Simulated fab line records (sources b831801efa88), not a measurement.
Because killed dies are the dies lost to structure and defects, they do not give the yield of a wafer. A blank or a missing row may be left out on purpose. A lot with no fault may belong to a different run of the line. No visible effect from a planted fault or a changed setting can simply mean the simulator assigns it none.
Comparing a struck lot with a sound one ; flow gf180mcu ; 17 out of 602 route steps
Sound: these wafers, L558.1, L558.3, L558.5. Wafers L561.2, L561.5, L561.6 were the ones struck. The cause comes at the end.
Order at every step that has rows: each side's tool, ch and its chambers, its first start. Under that, the readings that differ: sound wafers ; struck wafers ; difference of the means ; sigmas: that difference in standard deviations of wafers without a fault.
alike: readings whose means differ by less than 2 such deviations, and words and numbers that are the same on both sides. not compared: withheld readings, readings that some wafer has no value for, bounds like >300 that may hide the same value, and numbers for which the record gives no deviation and whose values overlap.
The two part at a step that has a row with sigmas, a row that says differs or no value, or rows on one side only. Numbers that have no deviation but don't overlap get no sigmas and don't part them. A reading missing from all wafers of one side parts the sides only when that side holds two or more wafers.

first, 3 steps without rows for these wafers: GF_V2_EXPOSE_11 (exposes mask Via2, target cd 260 nm); GF_V2_PEB_12 (peb time 90 s); GF_V2_DEVELOP_13 (develop time 60 s).
GF_V2_CD_MEAS_14: target cd 260 nm.
  sound on cd sem-01 at day 21 10:42; struck on cd sem-01 at day 22 20:37
reading;sound;struck;difference;sigmas
cd nm (nm);258.3 258.6 259.9;261.2 260.6 261.7;+2.2;+2
GF_V2_OVL_MEAS_15:
  sound on overlay-02 at day 21 10:49; struck on overlay-02 at day 22 20:44
  alike: V2_OVL
GF_V2_ETCH_16: etches BARC in N2/H2.
  sound on rie diel-02 ch 0,1,2, day 21 10:52; struck on rie diel-04 ch 0,1,2, day 22 20:46
  alike: drypump motor current A, h2 flow sccm, oes product au, throttle valve pct
GF_V2_ETCH_17: etches SiO2 in C4F8/O2/Ar, stops on TiN, target depth 630 nm.
  sound on rie diel-02 ch 0,1,2; struck on rie diel-04 ch 0,1,2
  alike: oes product au
then, 3 steps without rows for these wafers: GF_V2_STRIP_18 (strips in O2/N2); GF_V2_STRIP_19 (strips in post etch residue remover, time 1200 s); GF_V2_CLEAN_20 (cleans in DIW).
GF_V2_SPUTTER_21: material Ti, target thk 15 nm, time 80.02 s.
  sound on pvd sputter-02 at day 21 11:31; struck on pvd sputter-01 at day 22 21:25
  alike: throttle valve pct
GF_V2_SPUTTER_22: material TiN, target thk 10 nm, time 40 s.
  sound on pvd sputter-02 at day 21 11:35; struck on pvd sputter-01 at day 22 21:29
  alike: throttle valve pct
GF_V2_CVD_23: deposits W, target thk 350 nm, time 104.94 s.
  sound on cvd w-01 ch 0,1, day 21 11:37; struck on cvd w-01 ch 0,1, day 22 21:31
reading;sound;struck;difference;sigmas
model.W_of_V2_CVD_23.thk nm (nm);353.4 351.6 347.6;393.3 385.5 390.8;+39.0;
  alike: heater power w
  not compared: since wet clean h
GF_V2_RS_MEAS_24: a four-point-probe measurement.
  sound on film metro-03 at day 21 11:44; struck on film metro-01 at day 22 21:39
reading;sound;struck;difference;sigmas
V2_W_RS (ohm/sq);0.324 0.326 0.330;0.291 0.298 0.294;-0.032;-7
GF_V2_THK_MEAS_25: measures by xrf.
  sound on film metro-03 at day 21 11:51; struck on film metro-01 at day 22 21:46
reading;sound;struck;difference;sigmas
V2_W_THK (nm);358 356 351;394 390 393;+37;+7
GF_V2_CMP_26: polishes, stops on SiO2, t overpolish 15 s, target thk 0 nm.
  sound on cmp-01 ch 0,2,3, day 21 11:55; struck on cmp-01 ch 2,3, day 22 21:49
  alike: motor current A, retaining ring pressure frac, time to endpoint s
GF_PASSIVATION_PROBE_99:
  the record has rows for the sound wafers here (prober-01, day 29 22:44) and none for the struck ones

== WHERE THEY PART ==
At GF_V2_CD_MEAS_14 first; at GF_PASSIVATION_PROBE_99 last (within this record only).

WHY: what had been put in by the simulator
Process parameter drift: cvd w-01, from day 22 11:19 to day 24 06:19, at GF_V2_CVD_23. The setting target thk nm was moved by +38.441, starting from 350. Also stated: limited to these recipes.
